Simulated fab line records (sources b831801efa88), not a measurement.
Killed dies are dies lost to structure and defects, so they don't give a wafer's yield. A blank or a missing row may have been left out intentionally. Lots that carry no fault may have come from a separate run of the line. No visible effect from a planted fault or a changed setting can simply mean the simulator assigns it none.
One fault seen from 2 desks -- flow gf180mcu -- only its own numbers are on each desk; what lay behind them is given at the end

## FOR THE TOOL OWNER'S DESK: pvd_sputter-04
The tool's own readings at GF_MIM_SPUTTER_08 (material AlCu, target thk 200 nm, time 10.6 s): means of the sampled wafers that have a number, for each lot that ran on this tool. Any lot whose mean is over 4 standard deviations away from the usual mean is out of limits and marked OUT; that distance is given in the brackets.
Columns: A = chamber_pressure_pa at GF_MIM_SPUTTER_08, usual 0.4000 Pa; B = throttle_valve_pct at GF_MIM_SPUTTER_08, usual 30.3 %
lot,first seen here,A,B
L153,day 26 08:04,0.3995,31.0
L162,day 29 03:55,0.4000,30.4
L163,day 29 06:59,0.4001,30.5
L164,day 29 15:14,0.4004,30.4
This desk found nothing out of limits on any of the 4 lots.

## AT THE METROLOGY DESK
What the gauges read, lot by lot, whatever tool the lot ran on: means of the sampled wafers that have a number. Any lot whose mean is over 4 standard deviations away from the usual mean is out of limits and marked OUT; that distance is given in the brackets.
Columns: A = V4_W_RS at GF_V4_RS_MEAS_24, usual 0.323 ohm/sq; B = V4_W_THK at GF_V4_THK_MEAS_25, usual 344 nm; C = MIM_CVD_05_THK at GF_MIM_THK_MEAS_06, usual 42.1 nm; D = MIM_ALCU_RS at GF_MIM_RS_MEAS_10, usual 0.1605 ohm/sq; E = MIM_ALCU_THK at GF_MIM_THK_MEAS_11, usual 195.5 nm
lot,first seen here,A,B,C,D,E
L153,day 26 07:16,0.324,343,42.1,0.1613,195.0
L162,day 29 03:07,0.321,350,42.1,0.1581,199.1
L163,day 29 06:08,0.332,332,42.6,0.1489 (-7.8) OUT,213.2 (+8.8) OUT
L164,day 29 14:25,0.327,344,42.3,0.1478 (-8.5) OUT,216.4 (+10) OUT
L168,day 30 19:02,0.325,340,43.0,0.1610,195.3
L171,day 31 15:48,0.333,332,41.8,0.1600,196.6
This desk's finding: out of limits on L163, L164; first on L163, day 29 07:02 (MIM_ALCU_RS at GF_MIM_RS_MEAS_10). In limits: L153, L162, L168, L171.

## BROUGHT TOGETHER
L163, L164 would have let the metrology desk raise an alarm at day 29 07:02.
The desk of the tool owner found nothing out of limits.
On record at the tool owner's desk: L163, L164, within its limits.
On pvd_sputter-04, each named lot ran GF_MIM_SPUTTER_08.

## WHAT WAS PUT IN BY THE SIMULATOR
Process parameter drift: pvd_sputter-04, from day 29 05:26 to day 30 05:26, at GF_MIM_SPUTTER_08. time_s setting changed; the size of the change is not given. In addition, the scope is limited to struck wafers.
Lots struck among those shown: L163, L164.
Time in hours between the start of the fault and the first out-of-limits reading at each desk: metrology desk, 2.
